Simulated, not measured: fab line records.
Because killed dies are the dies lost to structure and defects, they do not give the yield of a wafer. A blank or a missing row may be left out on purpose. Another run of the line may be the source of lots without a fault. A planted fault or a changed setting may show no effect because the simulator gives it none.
fab line records	flow gf180mcu
[record] lots = 13	wafers = 39	lastDay = 34
route steps=602 shown DUAL_GATE@154 HV_LDD@187
lots that met no fault: taken from a fault-free run of the same line
startH: start of the lot's first displayed wafer, in hours after the record's first day	waitH: how many hours have passed since the lot's step before this one	" same as the row above	L1.1+2: several wafers, shown together as one row	- no value, or no start given	* or withheld: withheld	< > ~ a bound
route shown NAME@n: NAME is a module with steps in the file, n the number in the route of the first one	usual: mean/standard deviation taken from wafers without a fault	same: alike in all rows	chamber/n: place in a boat	sites: the reading at each site	_std_site: the standard deviation of these	_edge_site: outer sites' mean less inner sites'	radiusMm: for every site, how far away it sits from the centre of the wafer	mask NAME#n: copy n	behind: the tool/chamber that last shaped the wafer	hold: cause of the lot's hold/its duration in hours/its outcome	device: transistor that didn't switch, given as n, p or np	end of line: the same wafers' tests at the end of the route	a step given without rows: its recipe and nothing more	killed: not the wafer's yield, but the dies lost to structure and defects at the first sort	map: the dies of a wafer, with x for killed, . for not killed, _ for no die there
set.NAME: setting as actually run; set.NAME@STEP: the setting as run at that earlier step	model.NAME: the simulator's own value behind a step, which no gauge read
one table for each step of the route and one row for each wafer, over a sample of lots
services: the hour from which a tool's chamber was out of use, counted from the record's first day as startH (under 0 if before that day), plus the number of hours and why
[[steps]]
[step GF_DUAL_GATE_STRIP_13]
[recipe] chemistry = O2/N2	powerW = 1400	pressureMtorr = 1500	platenTempC = 250	o2FlowSccm = 3000	n2FlowSccm = 300	overashFraction = 0.5
[usual] drypumpMotorCurrentA = 5.9/0.58	heaterPowerW = 352/34	oesProductAu = 0.716/0.005	stripTimeToEndpointS = 12.62/0.036
lot.wafer	tool	chamber	startH	waitH	drypumpMotorCurrentA	heaterPowerW	oesProductAu	rfHoursCounterH	stripTimeToEndpointS
L303.2	plasmaAsher-03	1	176.81	0.0	5.1	325	0.714	6	12.58
L303.5	"	1	"	"	5.1	333	0.712	-	12.57
L303.6	"	0	"	"	5.5	315	0.717	-	12.64
L306.2	plasmaAsher-01	0	197.33	0.0	6.7	347	0.714	55	12.65
L306.3	"	0	"	"	6.7	341	0.717	-	12.65
L306.6	"	0	"	"	6.8	348	0.725	-	12.63
L308.1	plasmaAsher-01	0	208.38	0.0	6.7	341	0.723	56	12.61
L308.4	"	0	"	"	6.7	335	0.712	-	12.60
L308.5	"	0	"	"	6.7	337	0.719	-	12.61
L309.2	plasmaAsher-04	1	216.23	0.0	5.6	401	0.723	41	12.63
L309.3	"	0	"	"	6.1	316	0.722	-	12.64
L309.4	"	1	"	"	5.7	408	0.721	-	12.73
L311.3	plasmaAsher-04	0	228.17	0.0	6.1	306	0.715	-	12.64
L311.4	"	1	"	"	5.6	403	0.715	-	12.63
L311.5	"	1	"	"	5.6	409	0.715	-	12.62
L313.1	plasmaAsher-01	0	247.39	0.0	6.7	347	0.715	60	12.61
L313.2	"	1	"	"	5.6	389	0.709	60	12.59
L313.5	"	1	"	"	5.6	391	0.717	-	12.57
L317.1	plasmaAsher-01	1	273.36	0.0	5.6	400	0.716	62	12.63
L317.3	"	1	"	"	5.6	388	0.717	-	12.62
L317.6	"	1	"	"	5.6	391	0.720	-	12.56
L321.1	plasmaAsher-01	0	318.88	0.0	6.7	340	0.719	67	12.57
L321.4	"	0	"	"	6.8	355	0.728	-	12.56
L321.6	"	0	"	"	6.8	347	0.722	-	12.59
L323.1	plasmaAsher-01	0	322.57	0.0	6.7	335	0.716	67	12.59
L323.2	"	1	"	"	5.6	401	0.718	67	12.58
L323.5	"	0	"	"	6.7	344	0.716	-	12.59
L322.1	plasmaAsher-01	0	324.52	0.0	6.7	331	0.717	68	12.61
L322.2	"	1	"	"	5.6	382	0.711	68	12.64
L322.3	"	0	"	"	6.7	338	0.720	-	12.57
L324.3	plasmaAsher-03	0	326.57	0.0	5.5	313	0.706	-	12.61
L324.5	"	1	"	"	5.1	337	0.712	-	12.62
L324.6	"	0	"	"	5.5	312	0.710	-	12.63
L325.2	plasmaAsher-01	0	339.63	0.0	6.7	347	0.716	69	12.67
L325.3	"	0	"	"	6.7	343	0.716	-	12.68
L325.6	"	1	"	"	5.6	395	0.724	-	12.68
L326.2	plasmaAsher-01	1	340.18	0.0	5.6	389	0.720	69	12.66
L326.3	"	1	"	"	5.6	398	0.715	-	12.65
L326.6	"	0	"	"	6.7	346	0.716	-	12.65
[step GF_HV_LDD_TW_MEAS_11]
[usual] HV_LDD_TW = 2434/27
lot.wafer	tool	chamber	startH	waitH	HV_LDD_TW
L303.2	filmMetro-02	-	216.91	0.1	2481
L303.5	"	-	"	"	2478
L303.6	"	-	"	"	2461
L306.2	filmMetro-04	-	238.96	0.1	2421
L306.3	"	-	"	"	2422
L306.6	"	-	"	"	2429
L308.1	filmMetro-04	-	252.12	0.1	2442
L308.4	"	-	"	"	2431
L308.5	"	-	"	"	2429
L309.2	filmMetro-02	-	259.41	0.1	2484
L309.3	"	-	"	"	2469
L309.4	"	-	"	"	2473
L311.3	filmMetro-01	-	275.17	0.1	2408
L311.4	"	-	"	"	2402
L311.5	"	-	"	"	2417
L313.1	filmMetro-01	-	293.62	0.1	2419
L313.2	"	-	"	"	2407
L313.5	"	-	"	"	2407
L317.1	filmMetro-04	-	319.10	0.1	2426
L317.3	"	-	"	"	2429
L317.6	"	-	"	"	2412
L321.1	filmMetro-01	-	367.65	0.1	2417
L321.4	"	-	"	"	2424
L321.6	"	-	"	"	2440
L323.1	filmMetro-04	-	371.45	0.1	2423
L323.2	"	-	"	"	2425
L323.5	"	-	"	"	2428
L322.1	filmMetro-01	-	374.00	0.1	2431
L322.2	"	-	"	"	2421
L322.3	"	-	"	"	2430
L324.3	filmMetro-04	-	376.64	0.1	2427
L324.5	"	-	"	"	2440
L324.6	"	-	"	"	2427
L325.2	filmMetro-02	-	388.96	0.1	2484
L325.3	"	-	"	"	2463
L325.6	"	-	"	"	2476
L326.2	filmMetro-04	-	392.43	0.1	2410
L326.3	"	-	"	"	2423
L326.6	"	-	"	"	2413
[step GF_HV_LDD_CD_MEAS_19]
[recipe] targetCdNm = 400
[usual] cdNm = 400.2/2.4
lot.wafer	tool	chamber	startH	waitH	cdNm
L303.2	cdSem-02	-	234.53	0.1	401.8
L303.5	"	-	"	"	402.2
L303.6	"	-	"	"	403.5
L306.2	cdSem-01	-	257.43	0.1	401.6
L306.3	"	-	"	"	401.0
L306.6	"	-	"	"	398.3
L308.1	cdSem-01	-	270.93	0.2	404.3
L308.4	"	-	"	"	403.5
L308.5	"	-	"	"	404.1
L309.2	cdSem-01	-	278.83	0.1	398.3
L309.3	"	-	"	"	400.3
L309.4	"	-	"	"	401.9
L311.3	cdSem-02	-	294.84	0.1	400.3
L311.4	"	-	"	"	401.4
L311.5	"	-	"	"	402.6
L313.1	cdSem-01	-	313.59	0.1	396.0
L313.2	"	-	"	"	398.1
L313.5	"	-	"	"	400.5
L317.1	cdSem-01	-	340.34	0.1	400.1
L317.3	"	-	"	"	402.4
L317.6	"	-	"	"	401.7
L321.1	cdSem-02	-	390.41	0.1	399.7
L321.4	"	-	"	"	401.6
L321.6	"	-	"	"	402.2
L323.1	cdSem-02	-	393.65	0.1	400.3
L323.2	"	-	"	"	401.4
L323.5	"	-	"	"	399.6
L322.1	cdSem-01	-	397.31	0.1	404.7
L322.2	"	-	"	"	401.2
L322.3	"	-	"	"	402.4
L324.3	cdSem-02	-	399.29	0.1	401.0
L324.5	"	-	"	"	400.2
L324.6	"	-	"	"	400.5
L325.2	cdSem-01	-	412.32	0.1	398.0
L325.3	"	-	"	"	399.4
L325.6	"	-	"	"	400.9
L326.2	cdSem-02	-	415.38	0.1	397.7
L326.3	"	-	"	"	398.2
L326.6	"	-	"	"	398.2
[step GF_HV_LDD_IMPLANT_34]
[recipe] species = P	energyKev = 60	doseCm2 = 7.5e+12	tiltDeg = 30	rotationDeg = 90
[usual] doseIonsCm2 = 7.499e+12/7.8e+09	faradayCurrentUA = 42.3/0.89
lot.wafer	tool	chamber	startH	waitH	doseIonsCm2	faradayCurrentUA
L303.2	implanter-03	0	254.05	0.1	7.502e+12	42.4
L303.5	"	0	"	"	7.501e+12	41.2
L303.6	"	0	"	"	7.501e+12	42.5
L306.2	implanter-02	0	276.87	0.1	7.497e+12	42.4
L306.3	"	0	"	"	7.51e+12	42.4
L306.6	"	0	"	"	7.503e+12	42.8
L308.1	implanter-02	0	291.17	0.1	7.504e+12	42.4
L308.4	"	0	"	"	7.497e+12	41.9
L308.5	"	0	"	"	7.503e+12	43.6
L309.2	implanter-03	0	300.03	0.1	7.494e+12	41.9
L309.3	"	0	"	"	7.499e+12	40.9
L309.4	"	0	"	"	7.49e+12	42.7
L311.3	implanter-03	0	316.57	0.1	9.221e+12	51.1
L311.4	"	0	"	"	9.216e+12	53.8
L311.5	"	0	"	"	9.223e+12	51.0
L313.1	implanter-03	0	335.85	0.1	9.237e+12	53.4
L313.2	"	0	"	"	9.212e+12	52.5
L313.5	"	0	"	"	9.222e+12	54.7
L317.1	implanter-01	0	362.60	0.1	7.484e+12	42.1
L317.3	"	0	"	"	7.499e+12	40.5
L317.6	"	0	"	"	7.492e+12	41.6
L321.1	implanter-03	0	414.02	0.1	7.512e+12	41.9
L321.4	"	0	"	"	7.508e+12	43.6
L321.6	"	0	"	"	7.502e+12	40.9
L323.1	implanter-03	0	418.30	0.1	7.501e+12	43.2
L323.2	"	0	"	"	7.512e+12	42.1
L323.5	"	0	"	"	7.503e+12	43.1
L322.1	implanter-03	0	420.92	0.1	7.511e+12	42.4
L322.2	"	0	"	"	7.496e+12	40.7
L322.3	"	0	"	"	7.5e+12	42.2
L324.3	implanter-03	0	423.85	0.1	7.511e+12	41.0
L324.5	"	0	"	"	7.5e+12	42.3
L324.6	"	0	"	"	7.5e+12	43.1
L325.2	implanter-02	0	436.77	0.1	7.497e+12	41.9
L325.3	"	0	"	"	7.49e+12	42.3
L325.6	"	0	"	"	7.496e+12	43.8
L326.2	implanter-02	0	440.09	0.1	7.501e+12	42.6
L326.3	"	0	"	"	7.5e+12	43.0
L326.6	"	0	"	"	7.5e+12	42.0
[step GF_HV_LDD_RS_MEAS_53]
[recipe] thkMeasGauge = four-point-probe
[usual] HV_LDD_RS = 418.6/0.93
lot.wafer	tool	chamber	startH	waitH	HV_LDD_RS[ohm/sq]
L303.2	filmMetro-04	-	274.77	0.1	419.0
L303.5	"	-	"	"	419.5
L303.6	"	-	"	"	418.5
L306.2	filmMetro-02	-	297.57	0.1	418.1
L306.3	"	-	"	"	419.2
L306.6	"	-	"	"	419.6
L308.1	filmMetro-04	-	312.63	0.1	418.8
L308.4	"	-	"	"	419.1
L308.5	"	-	"	"	418.9
L309.2	filmMetro-02	-	322.09	0.1	418.4
L309.3	"	-	"	"	418.9
L309.4	"	-	"	"	417.0
L311.3	filmMetro-01	-	338.42	0.1	413.2
L311.4	"	-	"	"	413.9
L311.5	"	-	"	"	412.8
L313.1	filmMetro-01	-	358.54	0.1	415.0
L313.2	"	-	"	"	414.9
L313.5	"	-	"	"	414.3
L317.1	filmMetro-02	-	386.33	0.1	416.8
L317.3	"	-	"	"	416.3
L317.6	"	-	"	"	418.0
L321.1	filmMetro-04	-	439.73	0.1	417.8
L321.4	"	-	"	"	418.2
L321.6	"	-	"	"	417.2
L323.1	filmMetro-04	-	442.88	0.1	418.5
L323.2	"	-	"	"	419.7
L323.5	"	-	"	"	419.4
L322.1	filmMetro-04	-	446.13	0.1	417.0
L322.2	"	-	"	"	418.7
L322.3	"	-	"	"	417.2
L324.3	filmMetro-01	-	449.66	0.1	418.0
L324.5	"	-	"	"	417.1
L324.6	"	-	"	"	417.9
L325.2	filmMetro-01	-	462.30	0.1	418.5
L325.3	"	-	"	"	418.7
L325.6	"	-	"	"	418.4
L326.2	filmMetro-04	-	465.65	0.1	417.6
L326.3	"	-	"	"	417.5
L326.6	"	-	"	"	419.8
[[services]]
tool	chamber	startH	hours	kind
implanter-03	-	155.67	3.9	pm
implanter-03	-	216.81	1.5	repair
implanter-01	-	239.80	2.4	repair
plasmaAsher-01	-	254.43	0.4	repair
implanter-02	-	280.45	1.8	repair
implanter-03	-	285.55	6.2	repair
plasmaAsher-01	-	292.08	0.5	repair
plasmaAsher-01	-	304.34	0.5	repair
implanter-02	-	337.55	3.4	pm
implanter-01	-	341.28	3.0	pm
implanter-03	-	359.86	3.2	repair
implanter-01	-	397.47	6.1	pm
implanter-02	-	421.03	13.0	repair
plasmaAsher-01	-	421.25	9.0	pm
plasmaAsher-01	0	421.25	9.0	ventCycle
plasmaAsher-01	1	421.25	9.0	ventCycle
plasmaAsher-04	-	427.98	0.6	repair
implanter-02	-	429.30	1.7	repair
plasmaAsher-01	0	430.25	-	clean
plasmaAsher-01	1	430.25	-	clean
plasmaAsher-01	-	435.29	1.3	repair
implanter-01	-	440.13	1.1	repair
[[key]]
[firstSign] step = GF_HV_LDD_IMPLANT_34	reading = doseIonsCm2	direction = up	sigmas = 99+	usual = 7.499e+12	struck = 9.222e+12
[effect] step = GF_HV_LDD_IMPLANT_34	reading = faradayCurrentUA	direction = up	sigmas = 12	usual = 42.3	struck = 52.8
[effect] step = GF_HV_LDD_RS_MEAS_53	reading = HV_LDD_RS	direction = down	sigmas = 5	usual = 418.6	struck = 414.0
metAt GF_HV_LDD_IMPLANT_34
struckLots L311,L313
testerLeftOut L311,L313
notActingAt GF_DUAL_GATE_STRIP_13,GF_HV_LDD_TW_MEAS_11,GF_HV_LDD_CD_MEAS_19
onsetBetween 300.03 316.57
[fault] kind = processParameterDrift	tool = implanter-03	chamber = -	onsetH = 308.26	steps = GF_HV_LDD_IMPLANT_34	channel = doseCm2	offset = 1.7161e+12	shape = step	endH = 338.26	actsIn = theseRecipesOnly	stated = 7.5e+12
// testerLeftOut: of these lots the tester's yield and bins aren't shown, on N5 and GAA mostly nor the transistor test; their killed dies are dies lost to structure and defects alone, not to doping, threshold or leakage, so they don't give the yield
